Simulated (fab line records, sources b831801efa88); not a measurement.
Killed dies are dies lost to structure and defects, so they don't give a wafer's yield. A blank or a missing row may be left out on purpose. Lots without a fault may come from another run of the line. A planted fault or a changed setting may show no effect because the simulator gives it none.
Which tool did it? | flow sky130 | 13 lots, 39 wafers sampled, at 4 steps of a route of 708

WHAT THE GAUGES READ, wafer by wafer
SKY_GATE_OXIDE_OVL_MEAS_10. Usual: GATE_OXIDE_OVL 0.5 nm, standard deviation 1.5.
lot  | measured     | on         | GATE_OXIDE_OVL (nm) | flag
L994 | day 13 05:43 | overlay-02 | 2.3 2.7 3.7         |
L995 | day 13 19:17 | overlay-01 | -2.9 -2.1 -0.8      |
L997 | day 14 15:43 | overlay-01 | 1.0 0.4 -1.8        |
L999 | day 15 20:53 | overlay-02 | 2.2 2.2 2.7         |
L100 | day 16 06:34 | overlay-02 | -1.0 -0.1 -1.5      |
L102 | day 17 01:22 | overlay-02 | -0.1 1.6 1.1        |
L103 | day 17 05:25 | overlay-01 | 0.2 0.4 -2.5        |
L105 | day 17 10:31 | overlay-01 | 1.2 1.0 0.3         |
L109 | day 19 02:28 | overlay-01 | -1.8 -1.5 -2.8      |
L111 | day 19 12:22 | overlay-02 | -0.7 -2.7 -2.1      |
L114 | day 21 16:35 | overlay-02 | 1.7 1.4 3.5         |
L116 | day 22 10:07 | overlay-01 | 0.9 -0.4 0.0        |
L117 | day 22 12:01 | overlay-02 | 0.9 1.5 1.5         |

SKY_LDD_N_OVL_MEAS_07. Usual: LDD_N_OVL 0.5 nm, standard deviation 1.5.
lot  | measured     | on         | LDD_N_OVL (nm) | flag
L994 | day 17 01:47 | overlay-02 | -3.9 -2.0 -2.5 |
L995 | day 17 15:53 | overlay-02 | -0.3 0.0 0.5   |
L997 | day 18 12:20 | overlay-02 | 1.8 2.1 2.8    |
L999 | day 19 22:46 | overlay-02 | -0.1 2.0 1.0   |
L100 | day 20 09:04 | overlay-02 | 3.1 1.0 2.1    |
L102 | day 21 04:04 | overlay-02 | 0.1 1.3 0.7    |
L103 | day 21 11:26 | overlay-01 | -0.7 1.0 0.2   |
L105 | day 21 15:07 | overlay-02 | 0.0 -1.2 0.4   |
L109 | day 23 06:14 | overlay-01 | -2.2 -1.3 -1.9 |
L111 | day 23 13:50 | overlay-02 | 1.1 0.8 0.4    |
L114 | day 25 15:43 | overlay-01 | 0.5 0.2 0.3    |
L116 | day 26 10:19 | overlay-02 | 2.1 3.9 3.7    |
L117 | day 26 17:56 | overlay-01 | -1.3 -0.1 -1.2 |

SKY_LDD_HVN_TW_MEAS_10. Usual: LDD_HVN_TW 1435, standard deviation 9.8.
lot  | measured     | on            | LDD_HVN_TW     | flag
L994 | day 19 16:03 | film_metro-02 | 1439 1443 1449 |
L995 | day 20 06:53 | film_metro-01 | 1417 1421 1417 |
L997 | day 21 03:25 | film_metro-04 | 1428 1437 1437 |
L999 | day 22 13:05 | film_metro-02 | 1435 1437 1437 |
L100 | day 22 22:34 | film_metro-02 | 1432 1439 1447 |
L102 | day 23 18:00 | film_metro-04 | 1437 1438 1430 |
L103 | day 24 01:03 | film_metro-01 | 1425 1425 1413 |
L105 | day 24 05:16 | film_metro-04 | 1431 1432 1431 |
L109 | day 25 18:43 | film_metro-04 | 1377 1374 1381 | OFF
L111 | day 26 01:58 | film_metro-02 | 1377 1378 1385 | OFF
L114 | day 28 03:34 | film_metro-02 | 1436 1440 1445 |
L116 | day 28 20:21 | film_metro-02 | 1444 1430 1440 |
L117 | day 29 02:20 | film_metro-01 | 1416 1423 1416 |

WHICH TOOL RAN EACH LOT (tool, then ch and the chambers of the sampled wafers, then the start)
lot  | SKY_LDD_HVN_IMPLANT_08
L994 | implanter-03 ch 0, day 19 15:48
L995 | implanter-03 ch 0, day 20 06:40
L997 | implanter-01 ch 0, day 21 03:10
L999 | implanter-04 ch 0, day 22 12:52
L100 | implanter-04 ch 0, day 22 22:19
L102 | implanter-03 ch 0, day 23 17:45
L103 | implanter-03 ch 0, day 24 00:48
L105 | implanter-01 ch 0, day 24 05:03
L109 | implanter-03 ch 0, day 25 18:28
L111 | implanter-03 ch 0, day 26 01:43
L114 | implanter-04 ch 0, day 28 03:20
L116 | implanter-01 ch 0, day 28 20:06
L117 | implanter-01 ch 0, day 29 02:05
- SKY_LDD_HVN_IMPLANT_08

WHAT THE TOOLS THEMSELVES READ (means of the sampled wafers that have a number; where no wafer has one, the mark that the record gives instead)
SKY_LDD_HVN_IMPLANT_08. Usual: faraday_current_uA 169, standard deviation 3.5.
lot  | tool         | faraday_current_uA | flag
L994 | implanter-03 | 173                |
L995 | implanter-03 | 170                |
L997 | implanter-01 | 169                |
L999 | implanter-04 | 166                |
L100 | implanter-04 | 169                |
L102 | implanter-03 | 170                |
L103 | implanter-03 | 167                |
L105 | implanter-01 | 165                |
L109 | implanter-03 | 169                |
L111 | implanter-03 | 168                |
L114 | implanter-04 | 167                |
L116 | implanter-01 | 169                |
L117 | implanter-01 | 167                |

THE ANSWER, worked out from the rows above alone
Rule: a lot is off if the mean of its wafers that have a number lies more than 3 standard deviations from the usual mean. A lot without any number at a reading at which 4 lots or more have one is off too. The other lots that the step has rows for count as sound. The gauges are gone through in route order, then the tools' own readings, and for those a lot's mean is taken as printed above. The first step at which some lot is off is used, and at that step the reading that is off furthest; a lot without a number counts as furthest.
Off: L109, L111, at SKY_LDD_HVN_TW_MEAS_10 (LDD_HVN_TW).
A tool fits if, at a process step before that reading, it ran every lot that is off, and no sound lot after the first of them. The gauges at SKY_LDD_HVN_TW_MEAS_10 are tried like those tools. One fits: implanter-03 at SKY_LDD_HVN_IMPLANT_08. Its last sound lot is L103 (day 24 00:48), its first lot that is off L109 (day 25 18:28): a fault that began between those two fits.

WHAT THE SIMULATOR HAD PUT IN
Process parameter drift: implanter-03, from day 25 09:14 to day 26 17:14, at SKY_LDD_HVN_IMPLANT_08. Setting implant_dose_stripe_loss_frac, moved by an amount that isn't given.
Lots struck among those shown: L109, L111. The rule above found the same.
